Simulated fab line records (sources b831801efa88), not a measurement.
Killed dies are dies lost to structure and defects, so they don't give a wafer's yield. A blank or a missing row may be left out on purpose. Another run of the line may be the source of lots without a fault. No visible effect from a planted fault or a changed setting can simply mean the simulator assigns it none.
fab line records	flow sky130
[record] lots = 13	wafers = 39	last-day = 49
route steps=708 shown POLY_GATE@218 LDD_P@263 LDD_HVN@271 LDD_HVP@287 PAD_OPEN@708
lots that met no fault: from a run of the same line without faults
start-h: hours from the record's first day to the start of the lot's first wafer shown	wait-h: time in hours since the lot's previous step	" same as the row above	L1.1+2: a row that stands for several wafers	- no value present, or no start provided	* or withheld: withheld	< > ~ a bound
route shown NAME@n: NAME is a module with steps in the file, n the number in the route of the first one	usual: the fault-free wafers' mean and standard deviation	same: alike in all rows	chamber/n: place in a boat	sites: per-site readings	_std_site: the values' standard deviation	_edge_site: inner sites' mean taken away from outer sites' mean	radius-mm: how far each site lies from the wafer's centre	mask NAME#n: copy n	behind: tool/chamber where the wafer was last shaped	hold: reason for holding the lot/hours on hold/outcome of the hold	device: which transistor (n, p or np) failed to switch	end of line: tests run on the same wafers once the route is complete	for a step that has no rows: nothing shown but its recipe	killed: at the first sort, the dies lost to defects and structure; wafer yield is something else	map: the dies of a wafer, with x for killed, . for not killed, _ for no die there
set.NAME: setting as actually run; set.NAME@STEP: the setting as run at that earlier step	model.NAME: the simulator's own value behind a step, which no gauge read
one table for each step of the route and one row for each wafer, over a sample of lots
services: when a tool's chamber went out of use (start-h, in hours from the record's first day, below 0 if earlier), for how many hours, and the reason
[[steps]]
[step SKY_POLY_GATE_THK_MEAS_04]
[recipe] reads = Si3N4_of_POLY_GATE_CVD_03
[usual] POLY_GATE_CVD_03_THK = 74.8/0.7
lot.wafer	tool	chamber	start-h	wait-h	POLY_GATE_CVD_03_THK[nm]
L105.1	film-metro-03	-	336.04	0.0	74.6
L105.3	"	-	"	"	74.7
L105.6	"	-	"	"	74.7
L106.2	film-metro-02	-	341.68	0.0	74.7
L106.3	"	-	"	"	75.5
L106.6	"	-	"	"	74.8
L107.2	film-metro-03	-	352.45	0.0	74.5
L107.4	"	-	"	"	74.1
L107.6	"	-	"	"	74.5
L108.2	film-metro-01	-	365.53	0.0	76.4
L108.4	"	-	"	"	75.5
L108.6	"	-	"	"	76.3
L109.2	film-metro-01	-	369.63	0.0	74.2
L109.4	"	-	"	"	74.1
L109.5	"	-	"	"	74.1
L110.2	film-metro-01	-	380.93	0.0	75.0
L110.3	"	-	"	"	75.0
L110.6	"	-	"	"	74.5
L111.2	film-metro-01	-	396.75	0.0	73.7
L111.5	"	-	"	"	73.2
L111.6	"	-	"	"	74.2
L112.2	film-metro-02	-	402.80	0.0	73.7
L112.3	"	-	"	"	73.8
L112.6	"	-	"	"	73.9
L115.1	film-metro-02	-	426.38	0.0	75.0
L115.2	"	-	"	"	75.7
L115.3	"	-	"	"	75.8
L117.2	film-metro-02	-	441.35	0.0	75.5
L117.4	"	-	"	"	75.7
L117.6	"	-	"	"	75.2
L120.1	film-metro-03	-	481.56	0.0	74.7
L120.3	"	-	"	"	74.1
L120.5	"	-	"	"	74.0
L122.2	film-metro-01	-	503.52	0.0	75.0
L122.3	"	-	"	"	74.6
L122.5	"	-	"	"	75.0
L123.2	film-metro-03	-	508.89	0.0	74.9
L123.3	"	-	"	"	74.7
L123.6	"	-	"	"	75.2
[step SKY_LDD_P_OVL_MEAS_08]
[usual] LDD_P_OVL = -2.1/1.9
lot.wafer	tool	chamber	start-h	wait-h	LDD_P_OVL[nm]
L105.1	overlay-02	-	426.52	0.1	-2.1
L105.3	"	-	"	"	-3.5
L105.6	"	-	"	"	-4.7
L106.2	overlay-01	-	433.67	0.1	-2.1
L106.3	"	-	"	"	-2.1
L106.6	"	-	"	"	-3.0
L107.2	overlay-02	-	443.97	0.1	0.6
L107.4	"	-	"	"	0.5
L107.6	"	-	"	"	-0.7
L108.2	overlay-02	-	460.78	0.1	-1.0
L108.4	"	-	"	"	-1.5
L108.6	"	-	"	"	-0.5
L109.2	overlay-02	-	463.82	0.1	-1.6
L109.4	"	-	"	"	-1.4
L109.5	"	-	"	"	-1.9
L110.2	overlay-01	-	478.17	0.1	-0.5
L110.3	"	-	"	"	1.0
L110.6	"	-	"	"	-0.5
L111.2	overlay-01	-	492.47	0.1	-3.0
L111.5	"	-	"	"	-1.9
L111.6	"	-	"	"	-1.5
L112.2	overlay-02	-	497.27	0.1	2.0
L112.3	"	-	"	"	2.1
L112.6	"	-	"	"	1.4
L115.1	overlay-01	-	522.61	0.1	-2.1
L115.2	"	-	"	"	-3.4
L115.3	"	-	"	"	-2.6
L117.2	overlay-01	-	537.20	0.1	-4.4
L117.4	"	-	"	"	-4.5
L117.6	"	-	"	"	-4.3
L120.1	overlay-02	-	576.79	0.1	-3.9
L120.3	"	-	"	"	-2.9
L120.5	"	-	"	"	-3.8
L122.2	overlay-02	-	598.82	0.1	-3.3
L122.3	"	-	"	"	-0.7
L122.5	"	-	"	"	-2.8
L123.2	overlay-02	-	602.10	0.1	-2.6
L123.3	"	-	"	"	-2.2
L123.6	"	-	"	"	-3.4
[step SKY_LDD_HVN_EXPOSE_04]
[recipe] mask-id = HVNTM	na = 0.6	source-shape = conventional	sigma-outer = 0.6	polarization = unpolarized	target-cd-nm = 700	dose-mj = 127
[usual] exposure-dose-mJ-cm2 = 127.00/0.11
lot.wafer	tool	chamber	start-h	wait-h	mask	exposure-dose-mJ-cm2
L105.1	iline-stepper-01	0	442.75	-	HVNTM#0	127.02
L105.3	"	0	"	"	HVNTM#0	126.94
L105.6	"	0	"	"	HVNTM#0	126.84
L106.2	iline-stepper-02	0	449.62	-	HVNTM#0	126.84
L106.3	"	0	"	"	HVNTM#0	127.07
L106.6	"	0	"	"	HVNTM#0	127.04
L107.2	iline-stepper-01	0	460.07	-	HVNTM#0	126.88
L107.4	"	0	"	"	HVNTM#0	126.90
L107.6	"	0	"	"	HVNTM#0	126.82
L108.2	iline-stepper-01	0	475.99	-	HVNTM#0	127.06
L108.4	"	0	"	"	HVNTM#0	127.00
L108.6	"	0	"	"	HVNTM#0	126.84
L109.2	iline-stepper-02	0	479.71	-	HVNTM#0	127.02
L109.4	"	0	"	"	HVNTM#0	127.11
L109.5	"	0	"	"	HVNTM#0	127.28
L110.2	iline-stepper-02	0	493.36	-	HVNTM#0	126.99
L110.3	"	0	"	"	HVNTM#0	127.13
L110.6	"	0	"	"	HVNTM#0	127.04
L111.2	iline-stepper-01	0	507.79	-	HVNTM#0	126.97
L111.5	"	0	"	"	HVNTM#0	127.05
L111.6	"	0	"	"	HVNTM#0	127.15
L112.2	iline-stepper-01	0	512.64	-	HVNTM#0	127.10
L112.3	"	0	"	"	HVNTM#0	127.08
L112.6	"	0	"	"	HVNTM#0	126.85
L115.1	iline-stepper-01	0	537.82	-	HVNTM#0	126.89
L115.2	"	0	"	"	HVNTM#0	127.04
L115.3	"	0	"	"	HVNTM#0	126.70
L117.2	iline-stepper-02	0	552.71	-	HVNTM#0	127.11
L117.4	"	0	"	"	HVNTM#0	127.06
L117.6	"	0	"	"	HVNTM#0	127.10
L120.1	iline-stepper-01	0	591.94	-	HVNTM#0	129.81
L120.3	"	0	"	"	HVNTM#0	129.87
L120.5	"	0	"	"	HVNTM#0	129.86
L122.2	iline-stepper-01	0	613.63	-	HVNTM#0	129.97
L122.3	"	0	"	"	HVNTM#0	129.83
L122.5	"	0	"	"	HVNTM#0	129.88
L123.2	iline-stepper-01	0	616.94	-	HVNTM#0	129.69
L123.3	"	0	"	"	HVNTM#0	130.02
L123.6	"	0	"	"	HVNTM#0	129.87
[step SKY_LDD_HVP_STRIP_09]
[recipe] chemistry = O2/N2	power-w = 1400	pressure-mtorr = 1500	platen-temp-c = withheld	o2-flow-sccm = 3000	n2-flow-sccm = 300	overash-fraction = 0.5
[usual] drypump-motor-current-A = 5.6/0.45	oes-product-au = 0.408/0.0041	strip-time-to-endpoint-s = 4.133/0.013
[same] overash-fraction = 0.5
lot.wafer	tool	chamber	start-h	wait-h	drypump-motor-current-A	oes-product-au	rf-hours-counter-h	strip-time-to-endpoint-s
L105.1	plasma-asher-03	1	489.43	0.1	5.4	0.413	78	4.157
L105.3	"	0	"	"	6.0	0.406	-	4.128
L105.6	"	1	"	"	5.4	0.406	-	4.132
L106.2	plasma-asher-03	0	495.68	0.1	6.0	0.406	79	4.123
L106.3	"	0	"	"	6.0	0.405	-	4.142
L106.6	"	0	"	"	6.0	0.415	-	4.134
L107.2	plasma-asher-03	0	505.86	0.1	6.0	0.410	80	4.138
L107.4	"	0	"	"	6.0	0.401	-	4.134
L107.6	"	1	"	"	5.4	0.409	-	4.150
L108.2	plasma-asher-03	1	522.38	0.1	5.4	0.414	82	4.133
L108.4	"	1	"	"	5.4	0.409	-	4.114
L108.6	"	1	"	"	5.4	0.409	-	4.129
L109.2	plasma-asher-03	0	525.88	0.1	6.0	0.411	82	4.141
L109.4	"	1	"	"	5.5	0.410	-	4.138
L109.5	"	1	"	"	5.4	0.413	-	4.165
L110.2	plasma-asher-04	0	539.18	0.1	6.1	0.407	9	4.134
L110.3	"	0	"	"	6.2	0.410	-	4.141
L110.6	"	0	"	"	6.2	0.408	-	4.136
L111.2	plasma-asher-02	0	553.48	0.1	5.8	0.409	71	4.122
L111.5	"	0	"	"	5.8	0.404	-	4.139
L111.6	"	1	"	"	4.8	0.408	-	4.116
L112.2	plasma-asher-04	1	557.71	0.1	5.5	0.405	11	4.130
L112.3	"	0	"	"	6.2	0.402	-	4.106
L112.6	"	1	"	"	5.5	0.408	-	4.110
L115.1	plasma-asher-03	1	583.28	0.1	5.4	0.415	87	4.129
L115.2	"	0	"	"	6.0	0.405	87	4.151
L115.3	"	0	"	"	6.0	0.407	-	4.135
L117.2	plasma-asher-04	0	596.73	0.1	6.2	0.415	15	4.139
L117.4	"	0	"	"	6.2	0.409	-	4.124
L117.6	"	0	"	"	6.2	0.407	-	4.134
L120.1	plasma-asher-02	1	635.71	0.1	4.8	0.407	80	4.115
L120.3	"	1	"	"	4.8	0.411	-	4.135
L120.5	"	1	"	"	4.8	0.404	-	4.128
L122.2	plasma-asher-02	0	656.88	0.1	5.7	0.410	82	4.128
L122.3	"	0	"	"	5.8	0.404	-	4.123
L122.5	"	1	"	"	4.8	0.409	-	4.125
L123.2	plasma-asher-02	0	660.43	0.1	5.8	0.409	83	4.136
L123.3	"	0	"	"	5.8	0.407	-	4.144
L123.6	"	1	"	"	4.8	0.401	-	4.148
[step SKY_PAD_OPEN_PROBE_99]
[usual] killed_at_M0_to_M3 = 44/7.3	killed_at_M4_up = 3.1/1.6	killed-at-contacts = 24/5.4	killed-at-front-end = 15/4	killed-at-other = 0.2/0.49	killed-dies = 86/10	killed-open = 48/7.3	killed-short = 38/6.3
[same] gross-dies = 492	killed-at-back-side = 0
lot.wafer	tool	chamber	start-h	wait-h	killed_at_M0_to_M3	killed_at_M4_up	killed-at-contacts	killed-at-front-end	killed-at-other	killed-dies	killed-open	killed-short
L105.1	prober-02	-	1069.33	0.1	47	3	20	13	0	83	43	40
L105.3	prober-02	-	1069.43	0.2	48	3	29	9	0	89	47	42
L105.6	prober-02	-	1069.58	0.2	37	2	18	16	0	73	39	34
L106.2	prober-01	-	1076.57	0.1	36	2	16	20	0	74	41	33
L106.3	prober-01	-	1076.62	0.2	47	3	22	18	0	90	50	40
L106.6	prober-01	-	1076.77	0.2	47	5	21	17	0	90	47	43
L107.2	prober-02	-	1084.38	0.1	56	3	24	11	1	95	55	40
L107.4	prober-02	-	1084.48	0.2	54	4	26	14	0	98	47	51
L107.6	prober-02	-	1084.58	0.2	49	3	34	9	0	95	60	35
L108.2	prober-01	-	1091.59	0.1	32	3	30	10	1	76	41	35
L108.4	prober-01	-	1091.69	0.2	35	6	18	12	0	71	39	32
L108.6	prober-01	-	1091.79	0.2	43	4	19	10	1	77	45	32
L109.2	prober-02	-	1094.36	0.1	39	0	22	17	0	78	42	36
L109.4	prober-02	-	1094.46	0.2	45	5	25	14	0	89	45	44
L109.5	prober-02	-	1094.51	0.2	39	3	31	16	0	89	54	35
L110.2	prober-01	-	1105.24	0.1	32	3	21	14	0	70	36	34
L110.3	prober-01	-	1105.29	0.2	36	3	21	16	0	76	48	28
L110.6	prober-01	-	1105.44	0.2	36	5	17	18	0	76	47	29
L111.2	prober-02	-	1113.47	0.1	34	1	10	13	1	59	33	26
L111.5	prober-02	-	1113.62	0.2	43	2	26	12	0	83	54	29
L111.6	prober-02	-	1113.67	0.2	45	5	34	19	0	103	59	44
L112.2	prober-01	-	1116.20	0.1	45	2	24	18	0	89	52	37
L112.3	prober-01	-	1116.25	0.2	33	3	17	21	1	75	38	37
L112.6	prober-01	-	1116.40	0.2	52	2	11	18	0	83	46	37
L115.1	prober-02	-	1134.63	0.1	54	3	24	13	0	94	49	45
L115.2	prober-02	-	1134.68	0.1	46	4	22	12	0	84	48	36
L115.3	prober-02	-	1134.73	0.2	49	2	26	12	0	89	42	47
L117.2	prober-02	-	1144.06	0.1	43	2	22	13	0	80	48	32
L117.4	prober-02	-	1144.16	0.2	48	4	29	23	0	104	60	44
L117.6	prober-02	-	1144.26	0.2	25	2	29	14	0	70	45	25
L120.1	prober-01	-	1165.54	0.1	61	3	15	12	0	91	46	45
L120.3	prober-01	-	1165.64	0.2	40	2	28	10	0	80	50	30
L120.5	prober-01	-	1165.74	0.2	48	7	26	11	0	92	54	38
L123.2	prober-01	-	1182.42	0.1	40	5	24	18	0	87	59	28
L123.3	prober-01	-	1182.47	0.2	46	3	23	14	0	86	47	39
L123.6	prober-01	-	1182.62	0.2	49	2	23	12	0	86	52	34
L122.2	prober-02	-	1182.57	0.1	48	4	26	18	1	97	48	49
L122.3	prober-02	-	1182.62	0.2	48	3	30	11	0	92	48	44
L122.5	prober-02	-	1182.72	0.2	50	0	15	18	0	83	39	44
// killed by level:class
L105.1 VIA1:geometric-particle:open=10 CONTACT:geometric-particle:open=9 CONTACT:geometric-particle:short=7 METAL2:geometric-particle:short=5 POLY_GATE:geometric-particle:open=5 VIA2:geometric-particle:short=5 METAL3:geometric-particle:short=5 FIELD_ISO:geometric-particle:open=4
L105.3 VIA1:geometric-particle:open=15 LI_CONTACT:geometric-particle:open=9 VIA1:geometric-particle:short=9 CONTACT:geometric-particle:open=8 METAL2:geometric-particle:short=5 VIA3:geometric-particle:open=5 LOCAL_INTERCONNECT:geometric-particle:short=5 VIA3:geometric-particle:short=4
L105.6 VIA1:geometric-particle:open=10 CONTACT:geometric-particle:open=9 CONTACT:geometric-particle:short=6 VIA1:geometric-particle:short=6 VIA3:geometric-particle:open=6 FIELD_ISO:geometric-particle:open=4 POLY_GATE:geometric-particle:open=3 METAL1:geometric-particle:short=3
L106.2 VIA1:geometric-particle:open=9 CONTACT:geometric-particle:open=6 FIELD_ISO:geometric-particle:open=5 VIA1:geometric-particle:short=5 METAL2:geometric-particle:short=5 FIELD_ISO:geometric-particle:short=4 POLY_GATE:geometric-particle:short=4 LI_CONTACT:geometric-particle:open=4
L106.3 VIA1:geometric-particle:open=9 VIA3:geometric-particle:open=8 CONTACT:geometric-particle:open=7 METAL1:geometric-particle:short=7 FIELD_ISO:geometric-particle:open=6 LOCAL_INTERCONNECT:geometric-particle:short=6 VIA2:geometric-particle:open=6 CONTACT:geometric-particle:short=5
L106.6 VIA1:geometric-particle:open=10 VIA3:geometric-particle:open=10 FIELD_ISO:geometric-particle:open=8 METAL1:geometric-particle:short=8 CONTACT:geometric-particle:short=7 VIA1:geometric-particle:short=7 FIELD_ISO:geometric-particle:short=5 CONTACT:geometric-particle:open=5
L107.2 VIA1:geometric-particle:open=11 CONTACT:geometric-particle:open=9 VIA2:geometric-particle:open=9 LI_CONTACT:geometric-particle:open=7 VIA3:geometric-particle:open=7 METAL1:geometric-particle:short=6 CONTACT:geometric-particle:short=6 VIA1:geometric-particle:short=6
L107.4 CONTACT:geometric-particle:open=11 METAL2:geometric-particle:short=10 VIA1:geometric-particle:open=8 LI_CONTACT:geometric-particle:open=7 METAL1:geometric-particle:short=7 FIELD_ISO:geometric-particle:short=6 VIA2:geometric-particle:open=6 METAL3:geometric-particle:short=6
L107.6 CONTACT:geometric-particle:open=17 VIA1:geometric-particle:open=12 LI_CONTACT:geometric-particle:open=9 METAL2:geometric-particle:short=9 VIA3:geometric-particle:open=6 VIA2:geometric-particle:open=6 METAL1:geometric-particle:short=5 CONTACT:geometric-particle:short=4
L108.2 CONTACT:geometric-particle:open=13 LI_CONTACT:geometric-particle:open=8 VIA1:geometric-particle:open=6 POLY_GATE:geometric-particle:short=5 METAL1:geometric-particle:short=5 METAL2:geometric-particle:short=5 CONTACT:geometric-particle:short=4 VIA2:geometric-particle:open=4
L108.4 CONTACT:geometric-particle:open=16 METAL2:geometric-particle:short=7 POLY_GATE:geometric-particle:open=5 METAL4:geometric-particle:short=5 METAL1:geometric-particle:short=4 VIA1:geometric-particle:open=4 VIA1:geometric-particle:short=4 VIA2:geometric-particle:short=4
L108.6 VIA1:geometric-particle:open=14 CONTACT:geometric-particle:open=8 VIA3:geometric-particle:short=7 VIA3:geometric-particle:open=6 LI_CONTACT:geometric-particle:open=6 CONTACT:geometric-particle:short=3 VIA1:geometric-particle:short=3 METAL3:geometric-particle:short=3
L109.2 CONTACT:geometric-particle:open=9 VIA1:geometric-particle:open=9 VIA3:geometric-particle:open=6 SPACER:geometric-particle:short=5 VIA2:geometric-particle:open=5 LI_CONTACT:geometric-particle:open=4 CONTACT:geometric-particle:short=4 METAL1:geometric-particle:short=4
L109.4 METAL2:geometric-particle:short=10 VIA1:geometric-particle:open=8 LI_CONTACT:geometric-particle:open=7 VIA2:geometric-particle:open=7 CONTACT:geometric-particle:open=7 METAL3:geometric-particle:short=5 VIA3:geometric-particle:open=5 LOCAL_INTERCONNECT:geometric-particle:short=4
L109.5 CONTACT:geometric-particle:open=18 VIA1:geometric-particle:open=12 POLY_GATE:geometric-particle:open=7 VIA3:geometric-particle:open=6 VIA3:geometric-particle:short=4 FIELD_ISO:geometric-particle:short=3 LI_CONTACT:geometric-particle:short=3 LI_CONTACT:geometric-particle:open=3
L110.2 CONTACT:geometric-particle:open=8 METAL1:geometric-particle:short=8 LI_CONTACT:geometric-particle:open=7 FIELD_ISO:geometric-particle:short=6 VIA1:geometric-particle:open=6 METAL2:geometric-particle:short=4 POLY_GATE:geometric-particle:open=4 CONTACT:geometric-particle:short=4
L110.3 LI_CONTACT:geometric-particle:open=10 VIA3:geometric-particle:open=8 FIELD_ISO:geometric-particle:open=6 VIA2:geometric-particle:open=6 CONTACT:geometric-particle:open=5 METAL1:geometric-particle:short=5 FIELD_ISO:geometric-particle:short=4 VIA1:geometric-particle:open=4
L110.6 LI_CONTACT:geometric-particle:open=8 VIA2:geometric-particle:open=8 VIA3:geometric-particle:open=6 VIA1:geometric-particle:open=6 FIELD_ISO:geometric-particle:open=5 POLY_GATE:geometric-particle:open=4 FIELD_ISO:geometric-particle:short=3 POLY_GATE:geometric-particle:short=3
L111.2 VIA1:geometric-particle:open=10 FIELD_ISO:geometric-particle:open=7 LI_CONTACT:geometric-particle:open=4 VIA1:geometric-particle:short=4 METAL3:geometric-particle:short=4 LI_CONTACT:geometric-particle:short=3 CONTACT:geometric-particle:open=3 VIA3:geometric-particle:open=3
L111.5 VIA1:geometric-particle:open=13 CONTACT:geometric-particle:open=8 VIA3:geometric-particle:open=8 VIA2:geometric-particle:open=7 LI_CONTACT:geometric-particle:open=6 CONTACT:geometric-particle:short=4 METAL3:geometric-particle:short=4 SPACER:geometric-particle:short=3
L111.6 LI_CONTACT:geometric-particle:open=12 VIA1:geometric-particle:open=12 VIA2:geometric-particle:open=12 CONTACT:geometric-particle:open=9 FIELD_ISO:geometric-particle:short=7 CONTACT:geometric-particle:short=7 POLY_GATE:geometric-particle:open=6 METAL1:geometric-particle:short=6
L112.2 VIA1:geometric-particle:open=11 POLY_GATE:geometric-particle:open=10 VIA2:geometric-particle:open=8 LI_CONTACT:geometric-particle:open=7 METAL1:geometric-particle:short=6 LI_CONTACT:geometric-particle:short=5 VIA3:geometric-particle:open=5 CONTACT:geometric-particle:open=5
L112.3 POLY_GATE:geometric-particle:short=7 CONTACT:geometric-particle:open=7 LI_CONTACT:geometric-particle:open=6 METAL1:geometric-particle:short=6 FIELD_ISO:geometric-particle:open=5 VIA2:geometric-particle:open=5 POLY_GATE:geometric-particle:open=4 METAL2:geometric-particle:short=4
L112.6 VIA1:geometric-particle:open=13 METAL1:geometric-particle:short=10 VIA2:geometric-particle:open=6 VIA3:geometric-particle:open=6 FIELD_ISO:geometric-particle:short=5 LI_CONTACT:geometric-particle:open=5 METAL3:geometric-particle:short=5 POLY_GATE:geometric-particle:open=4
L115.1 METAL1:geometric-particle:short=13 VIA1:geometric-particle:open=10 CONTACT:geometric-particle:open=8 LI_CONTACT:geometric-particle:open=8 CONTACT:geometric-particle:short=6 VIA3:geometric-particle:open=6 VIA1:geometric-particle:short=5 VIA2:geometric-particle:short=5
L115.2 VIA1:geometric-particle:open=11 METAL2:geometric-particle:short=9 CONTACT:geometric-particle:open=9 VIA2:geometric-particle:open=7 FIELD_ISO:geometric-particle:open=4 POLY_GATE:geometric-particle:open=4 METAL1:geometric-particle:short=4 LI_CONTACT:geometric-particle:open=4
L115.3 CONTACT:geometric-particle:open=9 VIA1:geometric-particle:open=9 VIA2:geometric-particle:open=9 CONTACT:geometric-particle:short=7 METAL3:geometric-particle:short=7 METAL1:geometric-particle:short=5 VIA3:geometric-particle:short=5 POLY_GATE:geometric-particle:short=4
L117.2 CONTACT:geometric-particle:open=12 VIA1:geometric-particle:open=10 METAL1:geometric-particle:short=5 VIA3:geometric-particle:open=4 METAL3:geometric-particle:short=4 SPACER:geometric-particle:open=4 LI_CONTACT:geometric-particle:open=4 CONTACT:geometric-particle:short=4
L117.4 VIA1:geometric-particle:open=17 LI_CONTACT:geometric-particle:open=10 VIA2:geometric-particle:open=8 POLY_GATE:geometric-particle:open=7 CONTACT:geometric-particle:short=7 VIA1:geometric-particle:short=7 POLY_GATE:geometric-particle:short=4 SPACER:geometric-particle:short=4
L117.6 CONTACT:geometric-particle:open=14 VIA1:geometric-particle:open=13 CONTACT:geometric-particle:short=8 POLY_GATE:geometric-particle:open=5 LI_CONTACT:geometric-particle:open=4 METAL1:geometric-particle:short=4 FIELD_ISO:geometric-particle:open=3 POLY_GATE:geometric-particle:short=3
L120.1 VIA1:geometric-particle:open=16 VIA2:geometric-particle:open=7 LI_CONTACT:geometric-particle:open=6 METAL2:geometric-particle:short=6 METAL3:geometric-particle:short=6 VIA3:geometric-particle:short=6 VIA1:geometric-particle:short=5 VIA3:geometric-particle:open=5
L120.3 VIA1:geometric-particle:open=12 CONTACT:geometric-particle:open=9 VIA3:geometric-particle:open=8 LI_CONTACT:geometric-particle:open=7 CONTACT:geometric-particle:short=5 VIA1:geometric-particle:short=4 VIA2:geometric-particle:short=4 FIELD_ISO:geometric-particle:open=3
L120.5 CONTACT:geometric-particle:open=14 VIA2:geometric-particle:open=10 VIA1:geometric-particle:open=9 VIA1:geometric-particle:short=7 METAL2:geometric-particle:short=5 VIA3:geometric-particle:short=5 VIA3:geometric-particle:open=5 FIELD_ISO:geometric-particle:short=4
L123.2 VIA1:geometric-particle:open=14 CONTACT:geometric-particle:open=11 POLY_GATE:geometric-particle:open=7 VIA2:geometric-particle:open=5 VIA3:geometric-particle:open=5 LI_CONTACT:geometric-particle:open=4 CONTACT:geometric-particle:short=4 METAL2:geometric-particle:short=4
L123.3 VIA1:geometric-particle:open=14 CONTACT:geometric-particle:open=9 FIELD_ISO:geometric-particle:open=5 LOCAL_INTERCONNECT:geometric-particle:short=5 VIA1:geometric-particle:short=5 METAL2:geometric-particle:short=4 VIA3:geometric-particle:open=4 VIA3:geometric-particle:short=4
L122.2 VIA1:geometric-particle:open=12 CONTACT:geometric-particle:open=11 METAL2:geometric-particle:short=8 FIELD_ISO:geometric-particle:short=6 CONTACT:geometric-particle:short=5 VIA2:geometric-particle:open=5 VIA3:geometric-particle:open=5 LI_CONTACT:geometric-particle:short=4
L122.3 CONTACT:geometric-particle:short=10 LI_CONTACT:geometric-particle:open=9 METAL1:geometric-particle:short=9 VIA2:geometric-particle:open=9 VIA1:geometric-particle:open=6 VIA3:geometric-particle:open=6 FIELD_ISO:geometric-particle:open=5 LOCAL_INTERCONNECT:geometric-particle:short=5
L123.6 VIA1:geometric-particle:open=11 VIA2:geometric-particle:open=10 CONTACT:geometric-particle:open=7 VIA3:geometric-particle:open=6 METAL1:geometric-particle:short=5 FIELD_ISO:geometric-particle:short=4 FIELD_ISO:geometric-particle:open=4 VIA1:geometric-particle:short=4
L122.5 VIA1:geometric-particle:open=11 METAL1:geometric-particle:short=10 METAL2:geometric-particle:short=9 FIELD_ISO:geometric-particle:open=6 VIA3:geometric-particle:open=5 VIA2:geometric-particle:open=4 LI_CONTACT:geometric-particle:open=4 CONTACT:geometric-particle:short=4
[[services]]
tool	chamber	start-h	hours	kind
plasma-asher-04	-	421.25	9.0	pm
plasma-asher-04	0	421.25	9.0	vent-cycle
plasma-asher-04	1	421.25	9.0	vent-cycle
iline-stepper-01	-	424.88	1.7	pm
plasma-asher-04	0	430.25	-	clean
plasma-asher-04	1	430.25	-	clean
iline-stepper-01	-	482.66	18.8	repair
plasma-asher-03	-	496.51	2.9	repair
plasma-asher-04	-	499.67	12.5	repair
iline-stepper-02	-	501.51	1.7	pm
plasma-asher-04	-	554.89	1.1	repair
iline-stepper-02	-	588.24	2.1	pm
iline-stepper-02	-	590.33	-	consumable-replace:lamp
plasma-asher-02	-	600.78	2.1	repair
iline-stepper-01	-	611.02	0.6	repair
iline-stepper-02	-	635.22	0.8	pm
iline-stepper-01	-	643.06	1.7	pm
plasma-asher-04	-	658.64	3.5	repair
[[key]]
[first-sign] step = SKY_LDD_HVN_EXPOSE_04	reading = exposure-dose-mJ-cm2	direction = up	sigmas = 25	usual = *	struck = *
effect none on later readings
met-at SKY_LDD_HVN_EXPOSE_04
struck-lots L120,L122,L123
tester-left-out L120,L122,L123
not-acting-at SKY_POLY_GATE_THK_MEAS_04,SKY_LDD_P_OVL_MEAS_08,SKY_LDD_HVP_STRIP_09
onset-between 537.82 591.94
[fault] kind = process-parameter-drift	tool = iline-stepper-01	chamber = -	onset-h = 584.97	steps = SKY_LDD_HVN_EXPOSE_04	channel = dose-mj	offset = 2.8822	shape = step	acts-in = these-recipes-only	stated = 127
// tester-left-out: of these lots the tester's yield and bins aren't shown, on N5 and GAA mostly nor the transistor test; their killed dies are dies lost to structure and defects alone, not to doping, threshold or leakage, so they don't give the yield
